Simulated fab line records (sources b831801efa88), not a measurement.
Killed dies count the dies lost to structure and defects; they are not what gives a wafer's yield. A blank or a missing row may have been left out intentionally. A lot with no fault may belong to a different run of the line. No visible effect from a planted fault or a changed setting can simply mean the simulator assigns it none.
Comparing a struck lot with a sound one | flow sfqLine | 42 out of 325 route steps
Sound: these wafers, L365.2, L365.4, L365.6. The struck wafers were L384.2, L384.3, L384.4. The cause is given at the end.
Order at every step that has rows: each side's tool, ch and its chambers, its first start. Under that, the readings that differ: sound wafers | struck wafers | difference of the means | sigmas: that difference in standard deviations of wafers without a fault.
alike: readings whose means differ by less than 2 such deviations, and words and numbers that are the same on both sides. not compared: withheld readings, readings that some wafer has no value for, bounds like >300 that may hide the same value, and numbers for which the record gives no deviation and whose values overlap.
A row with sigmas, a row that says differs or no value, or rows on one side alone: a step with any of these is where the two part. Non-overlapping numbers with no deviation appear without sigmas and do not part them. A reading that every wafer of one side lacks parts them only if that side has two wafers or more.

first, 6 steps without rows for these wafers: SFQ_TRILAYER_M2_LITHO_COAT_062 (resist thk 62 nm); SFQ_TRILAYER_M2_LITHO_COAT_057 (resist thk 600 nm); SFQ_TRILAYER_M2_LITHO_SOFTBAKE_061; SFQ_TRILAYER_M2_LITHO_EXPOSE_058 (exposes mask M2, target cd 500 nm); SFQ_TRILAYER_M2_LITHO_PEB_060 (peb time 60 s); SFQ_TRILAYER_M2_LITHO_DEVELOP_059 (time 60 s).
SFQ_M2_OVL_MEAS_916:
  sound on overlay-02, day 15 23:35; struck on overlay-01, day 33 14:23
  alike: M2_OVL
then, 1 step without rows for these wafers: SFQ_TRILAYER_M2_BARC_OPEN_METAL_ETCH_077 (etches BARC in O2, target depth 125 nm, time 41.7 s).
SFQ_TRILAYER_M2_ETCH_METAL_ETCH_060: etches Nb in Cl2/Ar, stops on SiO2, target depth 240 nm, time 120 s.
  sound on rieMetal-01 ch 0,1, day 15 23:40; struck on rieMetal-01 ch 0,1, day 33 14:28
  alike: drypumpMotorCurrentA, oesProductAu
  not compared: rfHoursCounterH
then, 2 steps without rows for these wafers: SFQ_TRILAYER_M2_STRIP_STRIP_061 (strips in O2); SFQ_TRILAYER_M2_STRIP_SOLV_CLEAN_062 (cleans in NMP, time 600 s).
SFQ_TRILAYER_I2_DEP_PECVD_063: deposits SiO2 from SiH4/N2O, time 111.11 s, target thk 500 nm.
  sound on pecvd-02 ch 1,2, day 16 00:34; struck on pecvd-04 ch 0,1,2, day 33 15:22
  alike: heaterPowerW, throttleValvePct
SFQ_TRILAYER_I2_CMP_CMP_064: polishes SiO2.
  sound on cmp-02 ch 0,1,2, day 16 01:56; struck on cmp-02 ch 0,1,2, day 34 00:34
  no value came back on the struck wafers for edgeZonePressureFrac, headPressurePsi (psi), motorCurrentA (A), timeToEndpointS (s); on the sound wafers edgeZonePressureFrac reads 0.999 0.997 1.008
reading                                            | sound           | struck            | difference | sigmas
model.SiO2_of_TRILAYER_I2_DEP_PECVD_063.thkNm (nm) | 199.8 199.2 200 | 489.2 490.6 502.8 | +294.5     | 
SFQ_I2_BOW_MEAS_917:
  sound on filmMetro-03, day 16 04:27; struck on filmMetro-02, day 34 03:05
  alike: I2_BOW
SFQ_TRILAYER_I2_METRO_MEASURE_065:
  sound on filmMetro-03, day 16 04:45; struck on filmMetro-02, day 34 03:23
reading    | sound             | struck            | difference | sigmas
thkNm (nm) | 199.7 199.2 200.0 | 489.3 490.3 502.8 | +294.5     | +99 or more
then, 6 steps without rows for these wafers: SFQ_TRILAYER_I2_VIA_LITHO_COAT_072 (resist thk 62 nm); SFQ_TRILAYER_I2_VIA_LITHO_COAT_067 (resist thk 650 nm); SFQ_TRILAYER_I2_VIA_LITHO_SOFTBAKE_071; SFQ_TRILAYER_I2_VIA_LITHO_EXPOSE_068 (exposes mask I2, target cd 500 nm); SFQ_TRILAYER_I2_VIA_LITHO_PEB_070 (peb time 60 s); SFQ_TRILAYER_I2_VIA_LITHO_DEVELOP_069 (time 60 s).
-- the record jumps here: 5 days lie between the struck wafers' starts before and after --
SFQ_I2_OVL_MEAS_918:
  sound on overlay-02, day 22 13:07; struck on overlay-02, day 39 13:01
reading     | sound | struck      | difference | sigmas
I2_OVL (nm) | 7 7 9 | -15 -11 -12 | -20        | -3
then, 1 step without rows for these wafers: SFQ_TRILAYER_I2_VIA_BARC_OPEN_VIA_ETCH_096 (etches BARC in O2, target depth 125 nm, time 41.7 s).
SFQ_TRILAYER_I2_VIA_ETCH_VIA_ETCH_070: etches SiO2 in CHF3, stops on Nb, target depth 260 nm.
  sound on rieDiel-02 ch 0,3, day 22 13:11; struck on rieDiel-02 ch 0,1,3, day 39 13:05
reading                      | sound             | struck            | difference | sigmas
oesProductAu (a.u.)          | 0.860 0.851 0.854 | 1.647 1.602 1.628 | +0.771     | +99 or more
model.I2.featureDepthNm (nm) | 199.8 199.2 200   | 262.6 258.1 261.4 | +61.0      | 
model.etch.depthNm (nm)      | 199.8 199.2 200   | 262.6 258.1 261.4 | +61.0      | 
  alike: drypumpMotorCurrentA
then, 2 steps without rows for these wafers: SFQ_TRILAYER_I2_VIA_STRIP_STRIP_071 (strips in O2); SFQ_TRILAYER_I2_VIA_STRIP_SOLV_CLEAN_072 (cleans in NMP, time 600 s).
SFQ_TRILAYER_M3_DEP_PRE_CLEAN_074: time 22.5 s.
  sound on pvdSputter-03, day 22 14:05; struck on pvdSputter-06, day 39 13:58
reading                                            | sound             | struck            | difference | sigmas
model.SiO2_of_TRILAYER_I2_DEP_PECVD_063.thkNm (nm) | 192.3 191.7 192.5 | 481.7 483.1 495.3 | +294.5     | 
SFQ_TRILAYER_M3_DEP_SPUTTER_073: material Nb, target thk 200 nm, time 133.3 s.
  sound on pvdSputter-03, day 22 14:07; struck on pvdSputter-06, day 39 13:59
  alike: cathodeDcPowerW, throttleValvePct
SFQ_M3_RS_MEAS_919: a four-point-probe measurement.
  sound on filmMetro-01, day 22 14:14; struck on filmMetro-03, day 39 14:06
  alike: M3_NB_RS
then, 6 steps without rows for these wafers: SFQ_TRILAYER_M3_LITHO_COAT_080 (resist thk 62 nm); SFQ_TRILAYER_M3_LITHO_COAT_075 (resist thk 600 nm); SFQ_TRILAYER_M3_LITHO_SOFTBAKE_079; SFQ_TRILAYER_M3_LITHO_EXPOSE_076 (exposes mask M3, target cd 500 nm); SFQ_TRILAYER_M3_LITHO_PEB_078 (peb time 60 s); SFQ_TRILAYER_M3_LITHO_DEVELOP_077 (time 60 s).
SFQ_M3_OVL_MEAS_921:
  sound on overlay-01, day 28 21:12; struck on overlay-01, day 39 22:23
  alike: M3_OVL
then, 1 step without rows for these wafers: SFQ_TRILAYER_M3_BARC_OPEN_METAL_ETCH_100 (etches BARC in O2, target depth 125 nm, time 41.7 s).
SFQ_TRILAYER_M3_ETCH_METAL_ETCH_078: etches Nb in Cl2/Ar, stops on SiO2, target depth 240 nm, time 120 s.
  sound on rieMetal-02 ch 0,1, day 28 21:17; struck on rieMetal-02 ch 0,1, day 39 22:29
  alike: drypumpMotorCurrentA, oesProductAu
  not compared: rfHoursCounterH
then, 2 steps without rows for these wafers: SFQ_TRILAYER_M3_STRIP_STRIP_079 (strips in O2); SFQ_TRILAYER_M3_STRIP_SOLV_CLEAN_080 (cleans in NMP, time 600 s).
SFQ_TRILAYER_I3_DEP_PECVD_081: deposits SiO2 from SiH4/N2O, time 111.11 s, target thk 500 nm.
  sound on pecvd-04 ch 0,2, day 28 22:11; struck on pecvd-02 ch 0,1,2, day 39 23:23
  alike: heaterPowerW, throttleValvePct
-- the record jumps here: 53 days lie between the struck wafers' starts before and after --
SFQ_M8_BOW_MEAS_951:
  sound on filmMetro-03, day 86 09:48; struck on filmMetro-04, day 92 15:19
reading                | sound             | struck            | difference | sigmas
model.etest.i2.linkOhm | 1.958 1.979 1.971 | 1e+06 1e+06 1e+06 | +1e+06     | 
  alike: M8_BOW

## WHERE THEY PART
At SFQ_TRILAYER_I2_CMP_CMP_064 first; at SFQ_TRILAYER_I2_VIA_ETCH_VIA_ETCH_070 last (within this record only). Later steps at which nothing parts them and some readings are alike: SFQ_TRILAYER_M3_DEP_SPUTTER_073, SFQ_M3_RS_MEAS_919, SFQ_M3_OVL_MEAS_921, SFQ_TRILAYER_M3_ETCH_METAL_ETCH_078, SFQ_TRILAYER_I3_DEP_PECVD_081, SFQ_M8_BOW_MEAS_951.

WHY: the cause the simulator had injected
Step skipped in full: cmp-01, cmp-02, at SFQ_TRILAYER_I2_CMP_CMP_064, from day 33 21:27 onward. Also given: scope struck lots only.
